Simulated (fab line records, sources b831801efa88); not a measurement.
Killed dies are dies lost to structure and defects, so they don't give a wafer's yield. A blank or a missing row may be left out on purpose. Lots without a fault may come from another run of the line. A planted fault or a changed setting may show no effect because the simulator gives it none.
Which tool did it? | flow sky130 | 14 lots, 42 wafers sampled, at 2 steps of a route of 708

WHAT THE GAUGES READ, wafer by wafer
SKY_NWELL_RS_MEAS_29: measures by four-point-probe.
lot  | measured     | on            | NWELL_RS (ohm/sq)
L523 | day 5 12:03  | film_metro-02 | 622.0 623.7 620.8
L524 | day 5 21:54  | film_metro-01 | 625.5 624.8 626.0
L527 | day 6 17:18  | film_metro-03 | 623.4 624.0 622.4
L528 | day 6 21:46  | film_metro-03 | 624.5 624.1 623.5
L529 | day 7 05:36  | film_metro-01 | 625.8 624.3 624.5
L530 | day 7 08:35  | film_metro-02 | 623.5 621.6 621.5
L531 | day 7 15:27  | film_metro-03 | 624.7 624.4 624.9
L532 | day 7 17:43  | film_metro-02 | 621.2 621.8 621.5
L537 | day 9 06:20  | film_metro-03 | 625.8 625.4 624.5
L540 | day 9 21:28  | film_metro-01 | 605.3 603.3 602.9
L542 | day 10 08:05 | film_metro-01 | 606.0 607.5 604.6
L543 | day 10 13:37 | film_metro-03 | 623.2 622.6 623.8
L544 | day 10 18:42 | film_metro-03 | 621.7 622.6 623.6
L545 | day 11 04:46 | film_metro-01 | 626.3 624.1 624.8

WHICH TOOL RAN EACH LOT (tool, then ch and the chambers of the sampled wafers, then the start)
lot  | SKY_NWELL_IMPLANT_13
L523 | implanter-03 ch 0, day 4 17:35
L524 | implanter-03 ch 0, day 5 03:35
L527 | implanter-04 ch 0, day 5 21:32
L528 | implanter-03 ch 0, day 6 01:58
L529 | implanter-04 ch 0, day 6 09:37
L530 | implanter-04 ch 0, day 6 11:52
L531 | implanter-02 ch 0, day 6 18:47
L532 | implanter-02 ch 0, day 6 21:40
L537 | implanter-03 ch 0, day 8 09:01
L540 | implanter-04 ch 0, day 8 23:23
L542 | implanter-03 ch 0, day 9 09:37
L543 | implanter-03 ch 0, day 9 14:41
L544 | implanter-03 ch 0, day 9 20:08
L545 | implanter-03 ch 0, day 10 04:35
- SKY_NWELL_IMPLANT_13

WHAT THE TOOLS THEMSELVES READ (means of the sampled wafers that have a number; where no wafer has one, the mark that the record gives instead)
The record holds no such reading with a usual standard deviation.

THE ANSWER, worked out from the rows above alone
Rule: what is usual is taken from the lots themselves. Put in order of their means at a reading, lots are off if they are a third of the lots or fewer, leave a main group of 4 or more, and stand apart from it by a gap of 3 or more times the standard deviation of the main group's means; of several such gaps the widest counts. A main group whose means are all the same, to the digits that the tables above print for the reading, isn't used. A lot without any number at a reading at which 4 lots or more have one is off too. The other lots that the step has rows for count as sound. The gauges are gone through in route order, then the tools' own readings, and for those a lot's mean is taken as printed above. The first step at which some lot is off is used, and at that step the reading that is off furthest; a lot without a number counts as furthest.
Off: L540, L542, at SKY_NWELL_RS_MEAS_29 (NWELL_RS). The main group: mean 623.7 ohm/sq, standard deviation 1.3.
A tool fits if, at a process step before that reading, it ran every lot that is off, and no sound lot after the first of them. The gauges at SKY_NWELL_RS_MEAS_29 are tried like those tools. None of those tried fits.

WHAT THE SIMULATOR HAD PUT IN
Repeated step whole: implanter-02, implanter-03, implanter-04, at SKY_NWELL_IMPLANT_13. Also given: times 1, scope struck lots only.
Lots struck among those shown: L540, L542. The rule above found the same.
